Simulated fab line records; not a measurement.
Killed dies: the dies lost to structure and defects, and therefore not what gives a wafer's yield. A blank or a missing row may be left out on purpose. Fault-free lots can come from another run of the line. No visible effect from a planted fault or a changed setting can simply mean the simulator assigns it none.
Problem report in the 8D (eight disciplines) form, filled by code | flow sky130 | the parts of the form that need people (team, actions taken, sign-off) are left out

== 1. THE ISSUE ==
VIA4_HDPCVD_THK at SKY_VIA4_THK_MEAS_01 reads a mean of 2604 nm on 4 wafers of 3 lots; wafers without a fault read 1748 nm with a standard deviation of 24. That is +36 standard deviations from the usual mean.
First observed at day 46 18:10: wafer L746.3, on film-metro-04. At this step, 33 wafers from 11 lots have a number in the record. The rule behind "out" and "out of limits": a value lying over 4 standard deviations away from the usual mean. Any other wafer with a number is counted as sound.

== 2. WHAT IT IS, AND WHAT IT ISN'T ==
question                    | is                             | is not
which readings at this step | VIA4_HDPCVD_THK                | -
which lots                  | L746, L747, L749               | L730, L731, L735, L737, L738, L742, L744, L752
which wafers of those lots  | L746.3, L746.4, L747.2, L749.5 | L746.2, L747.1, L747.5, L749.3, L749.6
read on which gauges        | film-metro-02, film-metro-04   | -
when                        | from day 46 18:10              | up to then (22 sound wafers); but 7 sound wafers of L747, L749, L752 came after

== 3. THE SUSPECTS, EACH WITH WHAT RULES IT OUT ==
Counting: if a tool at a process step up to the reading ran every lot that is out, it stays a suspect. Sound lots after the first of them don't rule it out here, since some wafers of a struck lot are sound.
- the gauge at SKY_VIA4_THK_MEAS_01 has been ruled out. The wafers that are out were read on 2 gauges (film-metro-02, film-metro-04).
- hdpcvd-01 at SKY_VIA4_HDPCVD_00 (deposits SiO2, target thk 1750 nm, time 291.7 s): kept. Ran every lot that is out, first one L746 (day 46 17:59); last sound lot up to then L744 (day 46 00:41). On those wafers its own readings are out: run-length-s.
- At SKY_VIA4_HDPCVD_00, inside hdpcvd-01: chamber 0 took the wafers that are out, while their sound lot-mates went through chambers 1, 2.
Left after counting: hdpcvd-01 at SKY_VIA4_HDPCVD_00.

== 4. THE CAUSE (what the simulator had put in) ==
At SKY_VIA4_HDPCVD_00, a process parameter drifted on hdpcvd-01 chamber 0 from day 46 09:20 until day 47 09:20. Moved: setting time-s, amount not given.
Only this tool survived the counting.

== 5. THE CHAIN OF EFFECTS, in route order ==
Each row: a reading whose mean over the struck wafers that have a number lies more than 3 standard deviations from the usual. Only readings whose record carries a usual standard deviation are examined. hours: median over the lots of the time between each lot's start at the first step of this table that gives one and its start at this step. sigmas: the change, counted in usual standard deviations.
hours | step                 | reading         | usual   | on struck wafers | change | sigmas
0     | SKY_VIA4_HDPCVD_00   | run-length-s    | 319.3 s | 462.0            | +142.7 | +99 or more
0     | SKY_VIA4_THK_MEAS_01 | VIA4_HDPCVD_THK | 1748 nm | 2604             | +856   | +36
Here are the process steps it includes:
- SKY_VIA4_HDPCVD_00: deposits SiO2, target thk 1750 nm, time 291.7 s.

== 6. HOW IT WOULD HAVE BEEN CAUGHT EARLIER ==
In this record the first reading out of limits at a measuring or inspecting step was taken at day 46 18:10, 9 hours after the fault began at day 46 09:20.
At SKY_VIA4_HDPCVD_00, the tool's own readings (run-length-s) were out on each struck wafer the step has a row for, so an alarm limit on them would have fired on the first such wafer.
Lots out: 3; of these, L747, L749 started SKY_VIA4_HDPCVD_00 on hdpcvd-01 after day 46 18:10. A hold on the tool at that time would have spared those 2.
